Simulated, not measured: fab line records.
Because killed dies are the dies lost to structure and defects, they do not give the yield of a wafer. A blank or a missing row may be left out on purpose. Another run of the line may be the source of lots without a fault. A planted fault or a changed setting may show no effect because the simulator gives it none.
Matching of chambers ; flow gf180mcu ; hdpcvd-02 running GF_V4_CVD_00: 3 sister chambers
The step deposits SiO2, target thk 600 nm, time 100 s. 6 wafers are shown with their chamber, then 8 later ones without.

WAFERS WITH THEIR CHAMBER
wafer;chamber;sih4_flow_sccm (sccm)
L233.6;2;60.25
L236.2;2;59.84
L238.3;0;60.31
L239.1;0;59.90
L239.3;1;59.85
L248.1;1;59.87

WAFERS WITH NO CHAMBER GIVEN
wafer;sih4_flow_sccm (sccm)
L248.2;60.21
L248.6;60.23
L250.3;60.40
L250.5;59.69
L250.6;60.11
L251.1;60.13
L251.4;60.00
L251.5;60.31

WHICH CHAMBER EACH ONE RAN IN
wafer;from the rows above;in truth
L248.2;can't be placed: 0 or 2 or 1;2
L248.6;can't be placed: 0 or 2 or 1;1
L250.3;can't be placed: 0 or 2 or 1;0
L250.5;can't be placed: 1 or 2 or 0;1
L250.6;can't be placed: 0 or 2 or 1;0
L251.1;can't be placed: 0 or 2 or 1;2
L251.4;can't be placed: 2 or 0 or 1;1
L251.5;can't be placed: 0 or 2 or 1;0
Placed correctly: 0 of 8. Not placeable from these rows: 8 (in 8, the candidates include the true chamber). Placed wrongly: 0.
How it was worked out, from the rows above alone: a wafer's distance from a chamber is the root of the sum, over the readings, of the square of ((its reading less the chamber's mean) divided by the reading's scatter). The wafer belongs to the nearest chamber; if the next one is less than 2 further off, it can't be placed. Each chamber's mean is taken over the wafers shown for it. The scatter: take each reading less its chamber's mean, square it, sum over the shown wafers, divide by the number of wafers less the number of chambers, and take the root.
